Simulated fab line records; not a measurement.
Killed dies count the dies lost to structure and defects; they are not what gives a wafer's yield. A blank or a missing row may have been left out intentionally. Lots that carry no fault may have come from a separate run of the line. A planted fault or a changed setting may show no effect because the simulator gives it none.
The same fault as seen by 2 desks || flow gf180mcu || what lay behind the numbers comes last; until then each desk has only its own

FROM THE METROLOGY DESK
What the gauges read for every lot (on any tool): the sampled wafers with a number, averaged. Marked OUT: a lot whose mean sits more than 4 standard deviations from the usual mean, which makes it out of limits; the brackets give that distance.
Columns: A = cd-nm at GF_V5_CD_MEAS_14, usual 259.9 nm
{"lot": "L166", "first seen here": "day 26 21:56", "A": 260.3}
{"lot": "L167", "first seen here": "day 27 11:25", "A": 258.4}
{"lot": "L169", "first seen here": "day 28 05:38", "A": 259.3}
{"lot": "L170", "first seen here": "day 28 10:22", "A": "313.2 (+48) OUT"}
{"lot": "L173", "first seen here": "day 29 07:19", "A": 260.0}
{"lot": "L174", "first seen here": "day 29 16:10", "A": "312.5 (+48) OUT"}
{"lot": "L179", "first seen here": "day 31 12:46", "A": 259.2}
{"lot": "L183", "first seen here": "day 32 11:19", "A": 260.9}
{"lot": "L184", "first seen here": "day 32 13:59", "A": 259.9}
{"lot": "L185", "first seen here": "day 33 03:26", "A": 258.5}
{"lot": "L186", "first seen here": "day 33 03:49", "A": 258.9}
{"lot": "L187", "first seen here": "day 33 10:49", "A": 260.1}
{"lot": "L188", "first seen here": "day 33 10:49", "A": 260.6}
{"lot": "L189", "first seen here": "day 33 20:02", "A": 258.9}
This desk's verdict: out of limits on L170, L174, starting with L170 at day 28 10:22 (cd-nm at GF_V5_CD_MEAS_14). L166, L167, L169, L173, L179, L183, L184, L185, L186, L187, L188, L189: within limits.

FOR THE TOOL OWNER'S DESK: litho-track-04
Per lot that ran on this tool, the mean of the sampled wafers carrying a number, from the tool's own readings at GF_V5_SOFTBAKE_10 (time 60 s). Marked OUT: a lot whose mean sits more than 4 standard deviations from the usual mean, which makes it out of limits; the brackets give that distance.
Columns: A = heater-power-total-W at GF_V5_SOFTBAKE_10, usual 93.05 W; B = plate-temp-C at GF_V5_SOFTBAKE_10, usual 130.02 C
{"lot": "L166", "first seen here": "day 26 12:00", "A": 93.07, "B": 129.98}
{"lot": "L167", "first seen here": "day 27 00:00", "A": 93.02, "B": 130.05}
{"lot": "L169", "first seen here": "day 27 18:00", "A": 93.04, "B": 130.12}
{"lot": "L170", "first seen here": "day 28 00:00", "A": "106.09 (+99 or more) OUT", "B": "143.81 (+99 or more) OUT"}
{"lot": "L174", "first seen here": "day 29 07:00", "A": "105.98 (+99 or more) OUT", "B": "143.82 (+99 or more) OUT"}
{"lot": "L184", "first seen here": "day 32 06:00", "A": 93.07, "B": 129.98}
{"lot": "L188", "first seen here": "day 33 03:00", "A": 93.03, "B": 130.18}
{"lot": "L189", "first seen here": "day 33 11:00", "A": 92.99, "B": 130.03}
This desk's verdict: out of limits on L170, L174, starting with L170 at day 28 00:00 (heater-power-total-W at GF_V5_SOFTBAKE_10). L166, L167, L169, L184, L188, L189: within limits.

ALL TOGETHER
An alarm could have come from the tool owner's desk at day 28 00:00, on L170, L174.
The metrology desk could have raised an alarm at day 28 10:22, on L170, L174.
Every lot named ran GF_V5_SOFTBAKE_10 on litho-track-04.

WHAT HAD BEEN PUT IN BY THE SIMULATOR
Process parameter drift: litho-track-04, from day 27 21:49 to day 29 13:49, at GF_V5_SOFTBAKE_10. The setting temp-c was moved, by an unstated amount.
Lots struck among those shown: L170, L174.
Time in hours from fault onset to the first out-of-limits reading at each desk: tool owner's desk 2, metrology desk 13.
